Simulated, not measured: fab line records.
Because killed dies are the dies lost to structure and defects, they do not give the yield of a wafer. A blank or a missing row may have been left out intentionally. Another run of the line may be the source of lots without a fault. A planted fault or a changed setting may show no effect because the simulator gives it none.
Matching of chambers | flow gf180mcu | 4 sister chambers for GF_V2_CMP_26 on cmp-02
The step polishes, stops on SiO2, t overpolish 15 s, target thk 0 nm. 14 wafers are shown with their chamber, then 7 later ones without.

== EACH WAFER AND ITS CHAMBER ==
wafer  | chamber | motorCurrentA (A) | timeToEndpointS (s)
L619.1 | 3       | 8.2               | 83
L619.3 | 0       | 13.4              | 90
L619.5 | 2       | 10.0              | 93
L621.2 | 0       | 13.4              | 84
L621.5 | 2       | 9.7               | 91
L621.6 | 3       | 8.3               | 80
L626.1 | 2       | 10.3              | 86
L626.2 | 1       | 12.3              | 80
L626.6 | 2       | 10.0              | 89
L627.1 | 2       | 10.3              | 88
L627.2 | 1       | 12.4              | 81
L627.5 | 2       | 10.2              | 83
L629.1 | 2       | 10.7              | 89
L629.2 | 0       | 13.3              | 83

SIGNATURES (means of the wafers above)
reading         | chamber 0 | chamber 1 | chamber 2 | chamber 3 | scatter within a chamber
motorCurrentA   | 13.367    | 12.350    | 10.171    | 8.250     | 0.247
timeToEndpointS | 85.67     | 80.50     | 88.43     | 81.50     | 3.12
Rule: for each reading, subtract the chamber's mean from the wafer's reading, divide by that reading's scatter and square the result; add these up over the readings and take the root, which gives the wafer's distance from the chamber. If the next closest chamber is less than 2 further off than the closest, the wafer can't be placed; otherwise it belongs to the closest. The scatter: take each reading less its chamber's mean, square it, sum over the shown wafers, divide by the number of wafers less the number of chambers, and take the root.

== WAFERS WITHOUT THEIR CHAMBER ==
wafer  | motorCurrentA (A) | timeToEndpointS (s)
L629.5 | 13.4              | 83
L630.1 | 12.6              | 88
L630.4 | 8.2               | 82
L630.5 | 12.5              | 87
L631.2 | 12.7              | 84
L631.4 | 13.5              | 80
L631.5 | 8.3               | 82

== THE CHAMBER EACH PASSED THROUGH ==
wafer  | from the rows above     | in truth
L629.5 | 0                       | 0
L630.1 | can't be placed: 1 or 0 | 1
L630.4 | 3                       | 3
L630.5 | can't be placed: 1 or 0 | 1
L631.2 | can't be placed: 1 or 0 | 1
L631.4 | 0                       | 0
L631.5 | 3                       | 3
Placed correctly: 4 of 7. Unplaceable from these rows: 3, with the true chamber sitting among the candidates in 3. Wrongly placed: 0.
